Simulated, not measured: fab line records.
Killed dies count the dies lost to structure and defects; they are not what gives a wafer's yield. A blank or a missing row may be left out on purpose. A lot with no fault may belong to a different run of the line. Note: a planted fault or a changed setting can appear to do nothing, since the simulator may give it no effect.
The tool behind it: which one? + flow sky130 + Sampling: 12 lots, 36 wafers, 2 of 708 route steps

WHAT THE GAUGES SHOWED, per wafer
SKY_LDD_HVP_OVL_MEAS_07. Usual: LDD_HVP_OVL typically reads -0.3 nm, with standard deviation 1.2.
| lot  | measured     | on         | LDD_HVP_OVL (nm) | flag |
|------|--------------|------------|------------------|------|
| L890 | day 22 02:11 | overlay-02 | -0.3 -0.9 -1.6   |      |
| L891 | day 22 06:23 | overlay-01 | 0.0 -1.4 -1.1    |      |
| L892 | day 22 14:11 | overlay-01 | -1.8 -3.0 -2.4   |      |
| L894 | day 23 14:27 | overlay-02 | -2.4 0.5 0.6     |      |
| L895 | day 23 18:14 | overlay-01 | 0.4 0.3 0.8      |      |
| L897 | day 24 16:50 | overlay-01 | -1.2 -1.4 -1.3   |      |
| L898 | day 25 00:47 | overlay-02 | -0.7 -0.8 0.3    |      |
| L902 | day 26 10:17 | overlay-01 | -1.4 0.9 1.6     |      |
| L907 | day 28 06:41 | overlay-01 | 1.6 1.0 -0.4     |      |
| L909 | day 28 21:50 | overlay-02 | -1.1 -0.5 -0.8   |      |
| L910 | day 29 17:14 | overlay-02 | 0.6 1.8 2.3      |      |
| L911 | day 29 18:20 | overlay-02 | 0.8 -2.7 -0.7    |      |

EACH LOT AND THE TOOL THAT RAN IT (in order: tool; ch and the chambers of the sampled wafers; start)
| lot  | SKY_SONOS_ONO_ETCH_15              |
|------|------------------------------------|
| L890 | rie_diel-01 ch 0,1,3, day 13 02:44 |
| L891 | rie_diel-02 ch 0,1,2, day 13 07:25 |
| L892 | rie_diel-01 ch 0,2,3, day 13 14:53 |
| L894 | rie_diel-01 ch 0,1, day 14 08:29   |
| L895 | rie_diel-04 ch 0,2,3, day 14 16:26 |
| L897 | rie_diel-04 ch 0,3, day 15 09:11   |
| L898 | rie_diel-02 ch 1,2,3, day 15 18:50 |
| L902 | rie_diel-01 ch 0,1,3, day 17 04:02 |
| L907 | rie_diel-04 ch 2,3, day 19 00:05   |
| L909 | rie_diel-04 ch 0,2, day 19 20:59   |
| L910 | rie_diel-02 ch 1,2,3, day 19 21:52 |
| L911 | rie_diel-04 ch 0,1,3, day 20 07:18 |
- SKY_SONOS_ONO_ETCH_15: etches the open film in CHF3/O2, target depth 19.52 nm, time 8.167 s.

WHAT THE TOOLS THEMSELVES READ (means of the sampled wafers that have a number; where no wafer has one, the mark that the record gives instead)
SKY_SONOS_ONO_ETCH_15. Usual: chf3_flow_sccm 49.99 sccm, standard deviation 0.15; drypump_motor_current_A 5.7 A, standard deviation 0.56; oes_product_au 1.004 a.u., standard deviation 0.0082; throttle_valve_pct 8.825 %, standard deviation 0.009.
| lot  | tool        | chf3_flow_sccm (sccm) | drypump_motor_current_A (A) | oes_product_au (a.u.) | throttle_valve_pct (%) | flag |
|------|-------------|-----------------------|-----------------------------|-----------------------|------------------------|------|
| L890 | rie_diel-01 | 50.05                 | 5.5                         | 1.002                 | 8.818                  |      |
| L891 | rie_diel-02 | 50.21                 | 5.6                         | 1.003                 | 8.820                  |      |
| L892 | rie_diel-01 | 49.79                 | 5.5                         | 1.005                 | 8.826                  |      |
| L894 | rie_diel-01 | 49.94                 | 5.8                         | 0.998                 | 8.817                  |      |
| L895 | rie_diel-04 | 50.01                 | 6.0                         | 1.014                 | 8.828                  |      |
| L897 | rie_diel-04 | 49.84                 | 5.8                         | 1.014                 | 8.825                  |      |
| L898 | rie_diel-02 | 50.00                 | 5.5                         | 0.996                 | 8.822                  |      |
| L902 | rie_diel-01 | 50.01                 | 5.5                         | 1.014                 | 8.828                  |      |
| L907 | rie_diel-04 | 49.88                 | 6.3                         | 1.003                 | 8.838                  |      |
| L909 | rie_diel-04 | 49.92                 | 6.2                         | 1.046                 | 8.840                  | OFF  |
| L910 | rie_diel-02 | 50.05                 | 5.5                         | 1.006                 | 8.835                  |      |
| L911 | rie_diel-04 | 49.99                 | 5.9                         | 1.039                 | 8.839                  | OFF  |

THE ANSWER, worked out from the rows above alone
Rule: lot off if the mean of its wafers having a number is beyond 3 standard deviations from the usual mean. A lot without any number at a reading at which 4 lots or more have one is off too. Where the step has rows for the other lots, those lots are counted as sound. The gauges are gone through in route order, then the tools' own readings, and for those a lot's mean is taken as printed above. The first step at which some lot is off is used, and at that step the reading that is off furthest; a lot without a number counts as furthest.
Off, at SKY_SONOS_ONO_ETCH_15 on oes_product_au: L909, L911.
If a tool, at that step or one of the process steps before it, ran each lot that is off and ran no sound lot following the first of them, it fits. One fits: SKY_SONOS_ONO_ETCH_15 on rie_diel-04. Its last sound lot is L907 (day 19 00:05), its first lot that is off L909 (day 19 20:59): a fault that began between those two fits.
The tool's own readings at SKY_SONOS_ONO_ETCH_15 bear it out: on the lots that are off they differ by more than 5 times the standard deviation of the sound lots' means. oes_product_au reads 1.042 a.u. there against 1.006 a.u. on the sound lots.

WHAT THE SIMULATOR HAD PUT IN
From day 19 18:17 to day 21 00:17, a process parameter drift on rie_diel-04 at SKY_SONOS_ONO_ETCH_15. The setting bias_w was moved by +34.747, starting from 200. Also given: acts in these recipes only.
Lots struck among those shown: L909, L911. This agrees with what the rule above found.
